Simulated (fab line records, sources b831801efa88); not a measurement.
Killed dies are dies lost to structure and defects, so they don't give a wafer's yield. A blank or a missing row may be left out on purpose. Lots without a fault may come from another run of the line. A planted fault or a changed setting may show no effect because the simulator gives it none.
fab line records | flow sky130
record lots=24 wafers=72 last_day=50
route steps=708 shown DNWELL@43 VT_ADJUST_LVTN@106 LDD_HVP@287 CONTACT@422 METAL3@564 VIA3@575
lots that met no fault: from a run of the same line without faults
start_h: hours from the record's first day to the start of the lot's first wafer shown | wait_h: hours since the lot's step before | " the same as in the row above | L1.1+2: a row that stands for several wafers | - no value, or no start given | * or withheld: withheld | < > ~ a bound
route shown NAME@n: a module of which the file shows steps, and the number in the route of the first | usual: mean/standard deviation of fault-free wafers | same: alike in all rows | chamber/n: place in a boat | sites: the reading at each site | _std_site: their standard deviation | _edge_site: outer sites' mean less inner sites' | radius_mm: how far each site lies from the wafer's centre | mask NAME#n: copy n | behind: the tool/chamber that last shaped the wafer | hold: why the lot was held/for how many hours/how that ended | device: the transistor (n, p or np) that didn't switch | end of line: the same wafers' tests at the end of the route | a step without rows: its recipe alone | killed: dies lost to structure and defects at the first sort, not the wafer's yield | map: a wafer's dies, x killed, . not, _ none there
set.NAME: the setting as run; set.NAME@STEP: as run at that earlier step | model.NAME: the simulator's own value behind a step, which no gauge read
steps of the route over a sample of lots; a table a step, a row a wafer
services: from which hour (start_h, from the record's first day; less than 0 if before it) a tool's chamber was out of use, for how many hours, and why
## steps
# step SKY_DNWELL_STRIP_08
# recipe chemistry=O2/N2 power_w=1400 pressure_mtorr=1500 platen_temp_c=withheld o2_flow_sccm=3000 n2_flow_sccm=300 overash_fraction=0.5
# usual drypump_motor_current_A=5.5/0.59 n2_flow_sccm=299.8/0.78 oes_product_au=0.722/0.0047 strip_time_to_endpoint_s=36.94/0.1
# columns lot.wafer tool chamber start_h wait_h drypump_motor_current_A n2_flow_sccm oes_product_au rf_hours_counter_h strip_time_to_endpoint_s
L074.1 plasma_asher-01 0 54.82 0.1 4.7 300.1 0.729 38 36.91
L074.5 " 1 " " 6.3 299.2 0.721 - 36.93
L074.6 " 0 " " 4.7 299.1 0.721 - 37.02
L075.3 plasma_asher-01 1 56.10 0.1 6.2 300.2 0.718 - 36.93
L075.4 " 0 " " 4.7 300.2 0.717 - 37.06
L075.5 " 1 " " 6.3 300.7 0.720 - 37.01
L076.2 plasma_asher-03 0 64.11 0.1 4.9 300.7 0.725 39 37.02
L076.3 " 0 " " 4.9 300.2 0.721 - 37.06
L076.4 " 1 " " 6.0 298.9 0.726 - 36.99
L077.2 plasma_asher-03 0 68.12 0.1 4.9 300.1 0.722 39 37.01
L077.5 " 0 " " 4.9 299.2 0.724 - 36.95
L077.6 " 1 " " 6.0 299.4 0.727 - 36.98
L078.3 plasma_asher-02 0 76.34 0.1 5.7 299.9 0.717 - 36.88
L078.4 " 1 " " 5.7 300.5 0.726 - 36.82
L078.6 " 0 " " 5.7 300.8 0.721 - 36.84
L079.1 plasma_asher-03 1 81.26 0.1 6.0 299.6 0.720 41 36.90
L079.2 " 0 " " 4.9 299.9 0.737 41 36.82
L079.4 " 0 " " 4.9 300.4 0.724 - 36.89
L080.2 plasma_asher-02 1 87.22 0.1 5.7 299.9 0.725 41 36.86
L080.3 " 0 " " 5.7 299.8 0.722 - 36.95
L080.6 " 0 " " 5.7 299.4 0.722 - 36.89
L082.3 plasma_asher-01 0 95.84 0.1 4.7 299.0 0.723 - 36.88
L082.4 " 1 " " 6.3 300.9 0.720 - 36.75
L082.5 " 0 " " 4.7 299.5 0.730 - 36.84
L081.4 plasma_asher-03 0 96.10 0.1 4.9 300.5 0.716 - 36.90
L081.5 " 1 " " 6.0 301.3 0.721 - 36.92
L081.6 " 0 " " 4.9 300.6 0.725 - 37.01
L083.2 plasma_asher-01 0 100.86 0.1 4.7 299.0 0.720 42 36.93
L083.4 " 1 " " 6.3 298.6 0.720 - 36.80
L083.5 " 1 " " 6.3 299.1 0.722 - 36.81
L084.1 plasma_asher-01 1 103.22 0.1 6.3 299.0 0.718 42 36.93
L084.5 " 1 " " 6.3 299.1 0.718 - 36.89
L084.6 " 0 " " 4.7 298.9 0.722 - 36.95
L085.2 plasma_asher-03 0 111.16 0.1 4.9 299.0 0.722 44 36.98
L085.3 " 1 " " 6.0 300.2 0.718 - 36.92
L085.6 " 1 " " 6.0 299.4 0.726 - 36.93
L086.2 plasma_asher-02 1 115.47 0.1 5.7 297.9 0.718 45 36.92
L086.3 " 0 " " 5.7 299.6 0.714 - 37.00
L086.6 " 1 " " 5.7 300.4 0.720 - 37.13
L087.1 plasma_asher-03 1 132.71 0.1 5.9 300.8 0.721 45 36.83
L087.3 " 1 " " 6.0 299.9 0.724 - 36.88
L087.5 " 0 " " 4.9 300.8 0.714 - 36.91
L088.3 plasma_asher-01 1 133.09 0.1 6.2 300.6 0.725 - 36.85
L088.4 " 0 " " 4.7 299.9 0.727 - 36.76
L088.5 " 1 " " 6.3 299.6 0.716 - 36.77
L089.1 plasma_asher-02 1 138.77 0.1 5.6 297.9 0.720 47 37.00
L089.3 " 1 " " 5.6 298.9 0.728 - 37.01
L089.5 " 1 " " 5.7 300.1 0.725 - 37.10
L090.3 plasma_asher-02 1 142.50 0.1 5.6 298.3 0.725 - 37.02
L090.5 " 0 " " 5.7 299.8 0.721 - 37.09
L090.6 " 1 " " 5.7 301.0 0.717 - 37.10
L091.1 plasma_asher-02 1 145.71 0.1 5.7 299.7 0.720 48 36.90
L091.2 " 0 " " 5.7 300.9 0.724 48 36.78
L091.6 " 1 " " 5.6 299.0 0.718 - 36.88
L092.2 plasma_asher-01 1 148.36 0.1 6.3 300.0 0.727 3 36.87
L092.3 " 0 " " 4.7 300.6 0.721 - 36.83
L092.4 " 1 " " 6.3 301.4 0.723 - 36.79
L093.2 plasma_asher-01 1 153.16 0.1 6.3 299.5 0.724 3 37.14
L093.3 " 0 " " 4.7 299.1 0.715 - 37.10
L093.4 " 1 " " 6.3 300.3 0.722 - 37.06
L094.3 plasma_asher-03 0 162.84 0.1 4.9 300.5 0.710 - 37.04
L094.4 " 1 " " 6.0 299.4 0.719 - 37.15
L094.5 " 0 " " 4.9 300.1 0.718 - 36.97
L095.2 plasma_asher-03 0 165.51 0.1 4.9 298.2 0.725 48 37.03
L095.4 " 1 " " 6.0 300.1 0.719 - 37.03
L095.6 " 0 " " 4.9 299.5 0.725 - 37.11
L096.1 plasma_asher-01 0 174.16 0.1 4.7 299.6 0.723 6 36.82
L096.4 " 1 " " 6.4 299.1 0.712 - 36.94
L096.6 " 1 " " 6.4 299.8 0.721 - 36.96
L097.1 plasma_asher-03 0 177.02 0.1 4.9 299.4 0.719 49 36.92
L097.2 " 1 " " 6.0 299.5 0.716 49 36.94
L097.4 " 0 " " 4.9 299.0 0.723 - 36.85
# step SKY_VT_ADJUST_LVTN_STRIP_09
# recipe chemistry=O2/N2 power_w=1400 pressure_mtorr=1500 platen_temp_c=withheld o2_flow_sccm=3000 n2_flow_sccm=300 overash_fraction=0.5
# usual drypump_motor_current_A=5.6/0.44 n2_flow_sccm=300.1/0.84 oes_product_au=0.722/0.0041 strip_time_to_endpoint_s=36.93/0.11
# columns lot.wafer tool chamber start_h wait_h drypump_motor_current_A n2_flow_sccm oes_product_au rf_hours_counter_h strip_time_to_endpoint_s
L074.1 plasma_asher-03 1 142.49 0.1 6.0 300.7 0.719 46 37.04
L074.5 " 1 " " 6.0 301.5 0.722 - 37.01
L074.6 " 0 " " 4.9 300.1 0.719 - 36.99
L075.3 plasma_asher-02 0 145.08 0.1 5.7 300.2 0.725 - 37.07
L075.4 " 1 " " 5.7 299.2 0.720 - 36.88
L075.5 " 0 " " 5.7 299.5 0.725 - 37.11
L076.2 plasma_asher-02 1 152.90 0.1 5.6 299.4 0.720 49 36.98
L076.3 " 1 " " 5.7 299.9 0.722 - 36.94
L076.4 " 0 " " 5.7 301.3 0.728 - 36.89
L077.2 plasma_asher-02 1 157.85 0.1 5.7 299.3 0.721 49 37.04
L077.5 " 1 " " 5.6 300.0 0.724 - 37.02
L077.6 " 0 " " 5.7 299.3 0.722 - 36.97
L078.3 plasma_asher-01 0 168.18 0.1 4.7 300.9 0.723 - 36.70
L078.4 " 1 " " 6.3 300.3 0.712 - 36.75
L078.6 " 1 " " 6.3 300.0 0.725 - 36.90
L079.1 plasma_asher-02 1 175.99 0.1 5.7 300.1 0.722 51 36.92
L079.2 " 0 " " 5.7 301.1 0.719 51 36.85
L079.4 " 0 " " 5.7 300.1 0.717 - 36.96
L080.2 plasma_asher-01 0 181.35 0.1 4.7 300.8 0.718 6 37.01
L080.3 " 1 " " 6.2 301.3 0.726 - 37.09
L080.6 " 0 " " 4.7 300.3 0.729 - 37.08
L082.3 plasma_asher-02 0 192.13 0.1 5.7 300.3 0.724 - 37.02
L082.4 " 1 " " 5.7 300.0 0.729 - 36.90
L082.5 " 1 " " 5.7 301.2 0.722 - 36.89
L081.4 plasma_asher-02 0 193.08 0.1 5.7 300.2 0.722 - 36.75
L081.5 " 1 " " 5.6 299.7 0.731 - 36.76
L081.6 " 0 " " 5.7 300.3 0.717 - 36.78
L083.2 plasma_asher-02 0 199.05 0.1 5.7 300.5 0.722 53 36.81
L083.4 " 1 " " 5.7 300.3 0.722 - 36.80
L083.5 " 1 " " 5.6 301.7 0.722 - 36.87
L084.1 plasma_asher-02 0 201.50 0.1 5.7 300.8 0.720 54 36.90
L084.5 " 1 " " 5.7 299.1 0.718 - 36.82
L084.6 " 0 " " 5.7 298.4 0.716 - 36.96
L085.2 plasma_asher-03 0 210.75 0.1 4.9 300.1 0.721 53 36.84
L085.3 " 1 " " 6.0 299.2 0.723 - 36.69
L085.6 " 1 " " 6.0 299.4 0.727 - 36.80
L086.2 plasma_asher-03 0 217.45 0.1 4.9 300.0 0.726 53 36.90
L086.3 " 1 " " 6.0 300.5 0.718 - 36.88
L086.6 " 1 " " 5.9 301.9 0.724 - 36.86
L087.1 plasma_asher-02 0 238.45 0.1 5.7 298.9 0.725 57 37.02
L087.3 " 1 " " 5.7 298.8 0.722 - 37.02
L087.5 " 1 " " 5.7 298.6 0.720 - 37.07
L088.3 plasma_asher-03 0 238.93 0.1 4.9 299.6 0.720 - 36.96
L088.4 " 1 " " 5.9 301.0 0.716 - 36.87
L088.5 " 1 " " 6.0 301.9 0.724 - 36.95
L089.1 plasma_asher-03 0 246.20 0.1 4.9 300.2 0.721 56 36.88
L089.3 " 0 " " 4.9 299.9 0.719 - 36.74
L089.5 " 0 " " 4.9 300.6 0.728 - 36.94
L090.3 plasma_asher-01 1 249.18 0.1 6.3 299.8 0.722 - 36.96
L090.5 " 1 " " 6.3 299.7 0.721 - 36.91
L090.6 " 0 " " 4.7 299.5 0.723 - 36.87
L091.1 plasma_asher-02 1 255.59 0.1 5.7 300.4 0.721 59 36.81
L091.2 " 0 " " 5.7 300.8 0.719 59 36.83
L091.6 " 1 " " 5.7 301.2 0.720 - 36.86
L092.2 plasma_asher-01 1 259.34 0.1 6.3 300.3 0.723 14 37.00
L092.3 " 0 " " 4.7 301.1 0.728 - 37.00
L092.4 " 1 " " 6.3 299.4 0.723 - 37.00
L093.2 plasma_asher-03 0 263.95 0.1 4.9 300.1 0.721 58 36.81
L093.3 " 0 " " 4.9 300.6 0.718 - 36.71
L093.4 " 1 " " 6.0 300.7 0.730 - 36.80
L094.3 plasma_asher-03 1 273.83 0.1 6.0 299.9 0.722 - 36.85
L094.4 " 0 " " 4.9 300.3 0.721 - 36.94
L094.5 " 1 " " 6.0 300.6 0.722 - 36.75
L095.2 plasma_asher-02 1 279.39 0.1 5.6 300.9 0.720 61 36.95
L095.4 " 1 " " 5.7 299.7 0.721 - 36.97
L095.6 " 0 " " 5.7 301.1 0.721 - 36.90
L096.1 plasma_asher-02 1 290.05 0.1 5.6 301.1 0.725 63 37.01
L096.4 " 0 " " 5.7 300.0 0.730 - 37.09
L096.6 " 0 " " 5.7 300.3 0.713 - 37.17
L097.1 plasma_asher-02 1 293.90 0.1 5.7 300.4 0.724 63 37.13
L097.2 " 0 " " 5.7 299.5 0.722 63 37.10
L097.4 " 0 " " 5.7 299.7 0.719 - 37.07
# step SKY_LDD_HVP_STRIP_09
# recipe chemistry=O2/N2 power_w=1400 pressure_mtorr=1500 platen_temp_c=withheld o2_flow_sccm=3000 n2_flow_sccm=300 overash_fraction=0.5
# usual drypump_motor_current_A=5.8/0.66 n2_flow_sccm=299.9/0.82 oes_product_au=0.408/0.0046 strip_time_to_endpoint_s=4.131/0.016
# columns lot.wafer tool chamber start_h wait_h drypump_motor_current_A n2_flow_sccm oes_product_au rf_hours_counter_h strip_time_to_endpoint_s
L074.1 plasma_asher-02 0 486.95 0.1 5.7 299.6 0.408 6 4.116
L074.5 " 0 " " 5.7 299.6 0.407 - 4.136
L074.6 " 1 " " 5.7 298.8 0.408 - 4.129
L075.3 plasma_asher-04 1 495.43 0.1 6.7 299.1 0.406 - 4.118
L075.4 " 0 " " 6.6 299.1 0.403 - 4.132
L075.5 " 1 " " 6.6 299.5 0.405 - 4.117
L076.2 plasma_asher-01 0 508.15 0.1 4.7 299.6 0.410 37 4.137
L076.3 " 1 " " 6.2 300.6 0.413 - 4.151
L076.4 " 0 " " 4.7 298.8 0.410 - 4.135
L077.2 plasma_asher-01 0 516.89 0.1 4.7 299.3 0.414 38 4.126
L077.5 " 1 " " 6.3 300.3 0.407 - 4.127
L077.6 " 0 " " 4.7 299.8 0.406 - 4.119
L078.3 plasma_asher-01 1 538.73 0.1 6.3 299.4 0.406 - 4.135
L078.4 " 0 " " 4.7 301.7 0.410 - 4.123
L078.6 " 1 " " 6.3 299.5 0.406 - 4.137
L079.1 plasma_asher-01 0 552.50 0.1 4.7 300.9 0.400 41 4.115
L079.2 " 1 " " 6.3 299.7 0.411 41 4.129
L079.4 " 1 " " 6.2 299.8 0.411 - 4.124
L080.2 plasma_asher-02 0 552.90 0.1 5.7 299.0 0.409 13 4.134
L080.3 " 1 " " 5.7 299.8 0.413 - 4.135
L080.6 " 0 " " 5.7 300.5 0.409 - 4.122
L082.3 plasma_asher-01 1 565.82 0.1 6.2 301.2 0.410 - 4.111
L082.4 " 0 " " 4.7 299.4 0.405 - 4.117
L082.5 " 0 " " 4.7 299.7 0.404 - 4.118
L081.4 plasma_asher-02 0 570.37 0.1 5.7 300.1 0.413 - 4.123
L081.5 " 0 " " 5.7 299.9 0.404 - 4.153
L081.6 " 1 " " 5.6 300.6 0.416 - 4.131
L084.1 plasma_asher-01 0 578.09 0.1 4.7 300.2 0.407 44 4.149
L084.5 " 0 " " 4.7 300.7 0.407 - 4.156
L084.6 " 1 " " 6.3 299.0 0.407 - 4.164
L083.2 plasma_asher-04 0 578.39 0.1 6.6 298.8 0.404 76 4.141
L083.4 " 0 " " 6.6 299.6 0.406 - 4.163
L083.5 " 0 " " 6.6 299.3 0.414 - 4.149
L085.2 plasma_asher-02 1 588.59 0.1 5.6 299.2 0.417 17 4.115
L085.3 " 0 " " 5.7 299.0 0.412 - 4.118
L085.6 " 0 " " 5.7 299.7 0.412 - 4.132
L086.2 plasma_asher-01 1 597.25 0.1 6.2 299.5 0.405 46 4.151
L086.3 " 1 " " 6.3 300.3 0.409 - 4.146
L086.6 " 1 " " 6.3 298.0 0.409 - 4.129
L088.3 plasma_asher-04 0 626.18 0.1 6.6 298.7 0.410 - 4.137
L088.4 " 1 " " 6.7 299.8 0.409 - 4.118
L088.5 " 1 " " 6.7 300.2 0.405 - 4.128
L087.1 plasma_asher-02 0 627.74 0.1 5.7 300.6 0.412 21 4.137
L087.3 " 1 " " 5.7 300.5 0.407 - 4.129
L087.5 " 1 " " 5.7 300.0 0.406 - 4.121
L089.1 plasma_asher-01 1 637.30 0.1 6.3 300.9 0.410 50 4.090
L089.3 " 1 " " 6.3 298.7 0.409 - 4.095
L089.5 " 0 " " 4.7 299.4 0.407 - 4.100
L090.3 plasma_asher-01 1 642.78 0.1 6.3 300.8 0.409 - 4.134
L090.5 " 0 " " 4.7 299.6 0.412 - 4.122
L090.6 " 1 " " 6.3 300.4 0.415 - 4.126
L091.1 plasma_asher-02 0 643.95 0.1 5.7 300.7 0.413 22 4.151
L091.2 " 1 " " 5.7 300.9 0.402 22 4.142
L091.6 " 1 " " 5.7 301.1 0.412 - 4.137
L092.2 plasma_asher-04 0 651.55 0.1 6.6 299.5 0.402 83 4.114
L092.3 " 0 " " 6.6 301.1 0.406 - 4.120
L092.4 " 1 " " 6.7 299.1 0.409 - 4.131
L093.2 plasma_asher-01 0 653.10 0.1 4.7 300.0 0.407 52 4.125
L093.3 " 0 " " 4.7 300.5 0.404 - 4.123
L093.4 " 1 " " 6.2 300.2 0.410 - 4.104
L094.3 plasma_asher-02 0 664.32 0.1 5.7 300.2 0.410 - 4.123
L094.4 " 1 " " 5.7 299.7 0.414 - 4.150
L094.5 " 0 " " 5.6 300.7 0.399 - 4.125
L095.2 plasma_asher-04 1 670.35 0.1 6.7 299.1 0.412 85 4.157
L095.4 " 1 " " 6.7 300.0 0.414 - 4.187
L095.6 " 1 " " 6.6 300.9 0.410 - 4.153
L096.1 plasma_asher-02 0 690.50 0.1 5.7 299.3 0.406 25 4.118
L096.4 " 1 " " 5.7 300.7 0.406 - 4.110
L096.6 " 1 " " 5.7 300.5 0.406 - 4.133
L097.1 plasma_asher-02 0 691.00 0.1 5.7 299.9 0.404 25 4.137
L097.2 " 1 " " 5.7 299.3 0.402 25 4.137
L097.4 " 1 " " 5.7 299.0 0.410 - 4.161
# step SKY_CONTACT_ETCH_16
# recipe chemistry=N2/H2 target=BARC ion_energy_ev=200 source_w=500 bias_w=100 pressure_mtorr=30 n2_flow_sccm=100 h2_flow_sccm=200 stop_on=SiO2 time_s=45.9 target_depth_a=600
# usual drypump_motor_current_A=5.9/0.44 n2_flow_sccm=100.0/0.3 oes_product_au=0.855/0.0045 throttle_valve_pct=13.224/0.0097
# columns lot.wafer tool chamber start_h wait_h drypump_motor_current_A n2_flow_sccm oes_product_au rf_hours_counter_h throttle_valve_pct
L074.1 rie_diel-04 3 728.31 0.0 5.8 99.7 0.860 8 13.240
L074.5 " 3 " " 5.8 99.9 0.856 - 13.235
L074.6 " 2 " " 6.6 99.7 0.860 - 13.240
L075.3 rie_diel-03 1 733.32 0.0 6.0 99.4 0.860 6 13.218
L075.4 " 3 " " 6.1 99.7 0.853 8 13.216
L075.5 " 0 " " 5.3 99.8 0.850 - 13.230
L076.2 rie_diel-04 3 747.61 0.0 5.8 99.8 0.857 9 13.214
L076.3 " 1 " " 5.7 100.2 0.856 2 13.241
L076.4 " 2 " " 6.7 100.2 0.856 36 13.204
L077.2 rie_diel-02 0 754.07 0.0 6.0 99.6 0.862 2 13.219
L077.5 " 2 " " 6.5 99.5 0.852 - 13.228
L077.6 " 1 " " 5.2 100.2 0.862 - 13.235
L078.3 rie_diel-04 0 772.67 0.0 5.7 100.2 0.859 12 13.223
L078.4 " 1 " " 5.7 100.3 0.857 2 13.226
L078.6 " 3 " " 5.8 99.7 0.846 - 13.229
L079.1 rie_diel-04 3 785.21 0.0 5.8 100.7 0.853 10 13.218
L079.2 " 0 " " 5.6 100.2 0.850 13 13.220
L079.4 " 1 " " 5.7 100.2 0.854 2 13.237
L080.2 rie_diel-03 2 787.66 0.0 5.9 99.9 0.856 26 13.227
L080.3 " 1 " " 6.0 99.8 0.856 8 13.232
L080.6 " 0 " " 5.3 99.9 0.860 - 13.227
L082.3 rie_diel-02 2 797.82 0.0 6.6 100.2 0.847 25 13.217
L082.4 " 1 " " 5.2 99.6 0.850 - 13.214
L082.5 " 0 " " 6.0 100.0 0.851 - 13.223
L081.4 rie_diel-03 0 798.77 0.0 5.3 100.0 0.859 15 13.251
L081.5 " 3 " " 6.1 100.0 0.851 - 13.207
L081.6 " 0 " " 5.3 99.9 0.854 - 13.214
L084.1 rie_diel-02 0 808.42 0.0 6.0 99.8 0.856 4 13.218
L084.5 " 0 " " 6.0 99.7 0.852 - 13.213
L084.6 " 2 " " 6.5 100.0 0.856 - 13.217
L083.2 rie_diel-02 1 810.37 0.0 5.2 100.5 0.854 7 13.238
L083.4 " 2 " " 6.5 99.7 0.849 26 13.211
L083.5 " 3 " " 5.8 99.8 0.851 - 13.230
L085.2 rie_diel-04 3 817.57 0.0 5.8 100.5 0.851 11 13.237
L085.3 " 2 " " 6.7 99.7 0.857 0 13.220
L085.6 " 2 " " 6.7 99.4 0.853 - 13.240
L086.2 rie_diel-03 0 825.57 0.0 5.3 99.7 0.855 16 13.225
L086.3 " 2 " " 5.9 99.4 0.859 27 13.229
L086.6 " 3 " " 6.2 100.2 0.858 - 13.213
L088.3 rie_diel-04 2 851.92 0.0 6.7 100.0 0.858 1 13.229
L088.4 " 3 " " 5.8 100.4 0.857 12 13.223
L088.5 " 1 " " 5.6 100.1 0.857 - 13.221
L087.1 rie_diel-02 1 852.57 0.0 5.2 99.8 0.848 8 13.229
L087.3 " 0 " " 6.0 100.4 0.851 5 13.251
L087.5 " 3 " " 5.7 100.5 0.845 - 13.197
L089.1 rie_diel-02 0 860.36 0.0 6.0 99.6 0.853 5 13.219
L089.3 " 1 " " 5.2 100.0 0.858 8 13.230
L089.5 " 3 " " 5.8 100.5 0.855 - 13.221
L090.3 rie_diel-03 1 865.67 0.0 6.0 99.8 0.857 11 13.214
L090.5 " 0 " " 5.3 100.2 0.862 - 13.213
L090.6 " 3 " " 6.1 100.0 0.852 - 13.215
L091.1 rie_diel-03 1 866.26 0.0 6.0 100.6 0.855 11 13.215
L091.2 " 3 " " 6.2 99.9 0.853 12 13.221
L091.6 " 0 " " 5.3 99.7 0.852 - 13.224
L092.2 rie_diel-03 1 874.16 0.0 6.0 100.2 0.860 11 13.232
L092.3 " 3 " " 6.2 100.5 0.855 13 13.224
L092.4 " 0 " " 5.3 99.9 0.859 - 13.230
L093.2 rie_diel-03 0 875.71 0.0 5.3 100.1 0.857 18 13.219
L093.3 " 3 " " 6.1 100.0 0.857 13 13.223
L093.4 " 1 " " 6.0 100.5 0.856 - 13.229
L094.3 rie_diel-02 0 886.07 0.0 6.0 100.0 0.854 6 13.218
L094.4 " 2 " " 6.5 100.0 0.854 29 13.224
L094.5 " 1 " " 5.3 100.3 0.865 - 13.225
L095.2 rie_diel-03 0 891.42 0.0 5.3 100.4 0.860 19 13.233
L095.4 " 3 " " 6.2 100.3 0.854 - 13.222
L095.6 " 1 " " 6.0 100.1 0.856 - 13.224
L096.1 rie_diel-02 1 908.87 0.0 5.2 100.2 0.860 10 13.212
L096.4 " 0 " " 6.0 100.2 0.854 - 13.228
L096.6 " 1 " " 5.2 100.1 0.859 - 13.216
L097.1 rie_diel-03 1 911.62 0.0 6.0 100.2 0.850 13 13.213
L097.2 " 2 " " 5.8 100.3 0.862 1 13.223
L097.4 " 3 " " 6.1 99.7 0.854 14 13.208
# step SKY_METAL3_OVL_MEAS_14
# usual METAL3_OVL=6/4.7
# columns lot.wafer tool chamber start_h wait_h METAL3_OVL[nm]
L074.1 overlay-01 - 895.38 0.1 2
L074.5 " - " " 2
L074.6 " - " " 0
L075.3 overlay-01 - 899.84 0.1 -5
L075.4 " - " " -2
L075.5 " - " " -3
L076.2 overlay-02 - 911.84 0.1 8
L076.3 " - " " 6
L076.4 " - " " -1
L077.2 overlay-02 - 920.05 0.1 4
L077.5 " - " " 4
L077.6 " - " " 7
L078.3 overlay-02 - 936.14 0.1 5
L078.4 " - " " 4
L078.6 " - " " 10
L079.1 overlay-01 - 950.49 0.1 8
L079.2 " - " " 8
L079.4 " - " " 4
L080.2 overlay-01 - 951.20 0.1 19
L080.3 " - " " 17
L080.6 " - " " 16
L082.3 overlay-02 - 960.29 0.1 3
L082.4 " - " " 7
L082.5 " - " " 0
L081.4 overlay-01 - 961.61 0.1 11
L081.5 " - " " 10
L081.6 " - " " 6
L084.1 overlay-02 - 969.53 0.1 4
L084.5 " - " " 1
L084.6 " - " " 4
L083.2 overlay-02 - 970.40 0.1 7
L083.4 " - " " 9
L083.5 " - " " 9
L085.2 overlay-02 - 977.18 0.1 7
L085.3 " - " " 7
L085.6 " - " " 1
L086.2 overlay-01 - 985.70 0.1 4
L086.3 " - " " 9
L086.6 " - " " 4
L088.3 overlay-01 - 1008.79 0.1 12
L088.4 " - " " 8
L088.5 " - " " 9
L087.1 overlay-01 - 1008.99 0.1 9
L087.3 " - " " 5
L087.5 " - " " 7
L089.1 overlay-02 - 1016.18 0.1 7
L089.3 " - " " 4
L089.5 " - " " 5
L090.3 overlay-01 - 1020.69 0.1 6
L090.5 " - " " 8
L090.6 " - " " 9
L091.1 overlay-01 - 1021.68 0.1 3
L091.2 " - " " 0
L091.6 " - " " 3
L092.2 overlay-01 - 1029.34 0.1 15
L092.3 " - " " 9
L092.4 " - " " 11
L093.2 overlay-02 - 1030.73 0.1 -3
L093.3 " - " " 4
L093.4 " - " " 3
L094.3 overlay-02 - 1040.29 0.1 4
L094.4 " - " " 2
L094.5 " - " " 5
L095.2 overlay-02 - 1042.14 0.1 4
L095.4 " - " " 4
L095.6 " - " " 10
L096.1 overlay-02 - 1058.63 0.1 12
L096.4 " - " " 8
L096.6 " - " " 12
L097.1 overlay-01 - 1062.93 0.1 15
L097.2 " - " " 8
L097.4 " - " " 10
# step SKY_VIA3_CMP_02
# recipe material=SiO2 down_force_psi=4 platen_rpm=60 pad_velocity_m_s=0.94248
# usual motor_current_A=12.5/1.4
# columns lot.wafer tool chamber start_h wait_h motor_current_A
L074.1 cmp-01 1 896.93 0.2 10.9
L074.5 " 2 " " 12.9
L074.6 " 3 " " 15.4
L075.4 cmp-01 1 901.28 0.1 10.9
L075.3 " 2 " " 13.2
L075.5 " 3 " " 14.1
L076.4 cmp-01 1 913.05 0.0 11.0
L076.2 " 3 " " 14.8
L076.3 " 0 " " 12.3
L077.2 cmp-02 3 921.53 0.3 11.4
L077.6 " 2 " " 11.2
L077.5 " 3 " " 11.5
L078.3 cmp-02 3 937.40 0.1 11.2
L078.4 " 1 " " 12.3
L078.6 " 2 " " 11.9
L079.4 cmp-01 0 952.24 0.1 11.7
L079.1 " 1 " " 9.9
L079.2 " 2 " " 12.9
L080.2 cmp-02 1 952.48 0.0 11.9
L080.3 " 2 " " 11.5
L080.6 " 1 " " 11.5
L082.3 cmp-02 1 961.61 0.1 12.5
L082.4 " 2 " " 12.1
L082.5 " 0 " " 15.1
L081.4 cmp-02 1 963.04 0.1 11.9
L081.5 " 3 " " 12.0
L081.6 " 0 " " 14.2
L084.1 cmp-02 3 970.94 0.1 11.3
L084.6 " 1 " " 12.2
L084.5 " 2 " " 11.9
L083.2 cmp-02 1 971.82 0.1 12.4
L083.4 " 3 " " 11.5
L083.5 " 1 " " 12.1
L085.2 cmp-01 0 978.43 0.1 12.2
L085.3 " 2 " " 13.3
L085.6 " 0 " " 12.1
L086.3 cmp-02 3 986.88 0.0 11.2
L086.2 " 0 " " 13.9
L086.6 " 3 " " 11.1
L087.1 cmp-01 1 1010.26 0.1 11.2
L087.3 " 2 " " 12.8
L087.5 " 0 " " 11.6
L088.3 cmp-02 1 1010.32 0.1 12.0
L088.4 " 2 " " 12.1
L088.5 " 1 " " 12.4
L089.1 cmp-01 3 1017.49 0.1 14.8
L089.3 " 2 " " 12.9
L089.5 " 0 " " 11.8
L090.3 cmp-02 1 1021.97 0.1 11.5
L090.5 " 3 " " 10.9
L090.6 " 0 " " 14.0
L091.2 cmp-01 2 1023.10 0.1 13.2
L091.1 " 3 " " 15.0
L091.6 " 0 " " 12.1
L092.3 cmp-02 1 1030.70 0.0 11.8
L092.2 " 2 " " 11.7
L092.4 " 3 " " 10.8
L093.2 cmp-01 1 1032.23 0.1 10.8
L093.3 " 2 " " 13.6
L093.4 " 3 " " 15.3
L094.4 cmp-01 3 1041.53 0.1 14.9
L094.3 " 1 " " 11.3
L094.5 " 3 " " 14.5
L095.2 cmp-01 0 1043.31 0.0 11.9
L095.4 " 2 " " 13.0
L095.6 " 0 " " 11.7
L096.4 cmp-02 1 1059.90 0.0 11.7
L096.1 " 3 " " 12.2
L096.6 " 1 " " 12.3
L097.2 cmp-02 2 1064.21 0.1 11.9
L097.4 " 3 " " 11.2
L097.1 " 0 " " 14.4
## services
# columns tool chamber start_h hours kind
plasma_asher-03 - 41.48 0.3 repair
plasma_asher-03 - 105.39 0.7 repair
plasma_asher-01 - 108.75 9.0 pm
plasma_asher-03 - 111.68 6.3 repair
plasma_asher-03 - 118.01 2.8 pm
plasma_asher-03 - 139.97 1.3 repair
plasma_asher-01 - 261.59 1.9 repair
plasma_asher-03 - 280.30 14.6 pm
plasma_asher-02 - 294.00 2.8 pm
plasma_asher-01 - 420.88 14.6 pm
plasma_asher-02 - 421.25 9.0 pm
plasma_asher-03 - 435.54 1.8 repair
plasma_asher-01 - 440.45 2.0 repair
plasma_asher-01 - 490.81 6.3 repair
plasma_asher-01 - 525.40 2.0 repair
plasma_asher-03 - 574.51 13.9 repair
plasma_asher-01 - 581.95 2.8 pm
plasma_asher-02 - 638.97 0.8 repair
plasma_asher-02 - 644.50 14.6 pm
plasma_asher-01 - 688.86 1.1 repair
plasma_asher-03 - 733.75 9.0 pm
plasma_asher-02 - 758.76 0.7 repair
plasma_asher-03 - 805.87 1.7 repair
plasma_asher-02 - 1029.89 1.2 repair
## key
fault none
